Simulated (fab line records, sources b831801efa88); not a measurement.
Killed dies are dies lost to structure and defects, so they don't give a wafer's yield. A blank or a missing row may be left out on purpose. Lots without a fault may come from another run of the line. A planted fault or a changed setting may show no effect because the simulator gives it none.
Problem report in the 8D (eight disciplines) form, filled by code | flow sky130 | the parts of the form that need people (team, actions taken, sign-off) are left out

1. THE PROBLEM
GATE_OXIDE_OXIDATION_00_THK at SKY_GATE_OXIDE_THK_MEAS_02 reads a mean of 7.57 nm on 6 wafers of 2 lots; wafers without a fault read 10.30 nm with a standard deviation of 0.17. That is -16 standard deviations from the usual mean.
First seen on wafer L195.2, day 18 22:34, on film_metro-01. The record holds 33 wafers of 11 lots with a number at this step. Rule for "out", or "out of limits": more than 4 standard deviations from the usual mean. The other wafers with a number count as sound.

2. WHAT IT IS AND WHAT IT IS NOT
question                    | is                          | is not
which readings at this step | GATE_OXIDE_OXIDATION_00_THK | -
which lots                  | L195, L196                  | L176, L178, L180, L181, L183, L184, L185, L186, L188
which wafers of those lots  | all that have a number      | -
read on which gauges        | film_metro-01               | film_metro-02, film_metro-04
when                        | from day 18 22:34           | up to then (27 sound wafers)

3. SUSPECTS, AND WHAT RULES EACH OUT
Counting: a tool at a process step up to the reading stays a suspect if it ran every lot that is out and no sound lot after the first of them.
- the gauge at SKY_GATE_OXIDE_THK_MEAS_02: kept. All the wafers that are out were read on film_metro-01, and no step on other tools shows them out.
- plasma_asher-04 at SKY_DNWELL_STRIP_08 (strips in O2/N2): kept. It ran every lot that is out, first L195 (day 7 10:59), and no sound lot after that; its last sound lot up to then is L184 (day 4 23:23).
- furnace-01 at SKY_GATE_OXIDE_OXIDATION_01 (stabilise 600 s, purge 300 s, target thk 10.268 nm): kept. It ran every lot that is out, first L195 (day 18 21:09), and no sound lot after that; its last sound lot up to then is L188 (day 16 18:08).
Left after counting: plasma_asher-04 at SKY_DNWELL_STRIP_08, furnace-01 at SKY_GATE_OXIDE_OXIDATION_01, film_metro-01 at SKY_GATE_OXIDE_THK_MEAS_02.

4. THE CAUSE (what the simulator had put in)
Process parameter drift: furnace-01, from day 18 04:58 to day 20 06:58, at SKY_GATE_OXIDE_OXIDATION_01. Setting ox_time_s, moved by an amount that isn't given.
Counting left 3 suspects, and this tool is among them.

5. THE CHAIN OF EFFECTS, in route order
Each row: a reading whose mean over the struck wafers that have a number lies more than 3 standard deviations from the usual. Only readings for which the record gives a usual standard deviation are gone through. hours: the time from each lot's start at the first step in this table that gives one to its start at this step, as a median over the lots. sigmas: the change in usual standard deviations.
hours | step                       | reading                     | usual    | on struck wafers | change | sigmas
0     | SKY_GATE_OXIDE_THK_MEAS_02 | GATE_OXIDE_OXIDATION_00_THK | 10.30 nm | 7.57             | -2.73  | -16
Later measuring or inspecting steps at which every struck wafer that the step has a row for has a number for every such reading, and none has moved that far: SKY_METAL1_RS_MEAS_05.

6. WHAT WOULD HAVE CAUGHT IT SOONER
In this record the first reading out of limits at a measuring or inspecting step was taken at day 18 22:34, 18 hours after the fault began at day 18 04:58.
Of the tool readings at SKY_GATE_OXIDE_OXIDATION_01 for which the record gives a usual standard deviation, none was out on any struck wafer, so an alarm limit of 4 standard deviations on them would not have fired.
Of the lots that are out (2), L196 began SKY_GATE_OXIDE_OXIDATION_01 on furnace-01 after day 18 22:34. A hold on the tool at that time would have spared it.
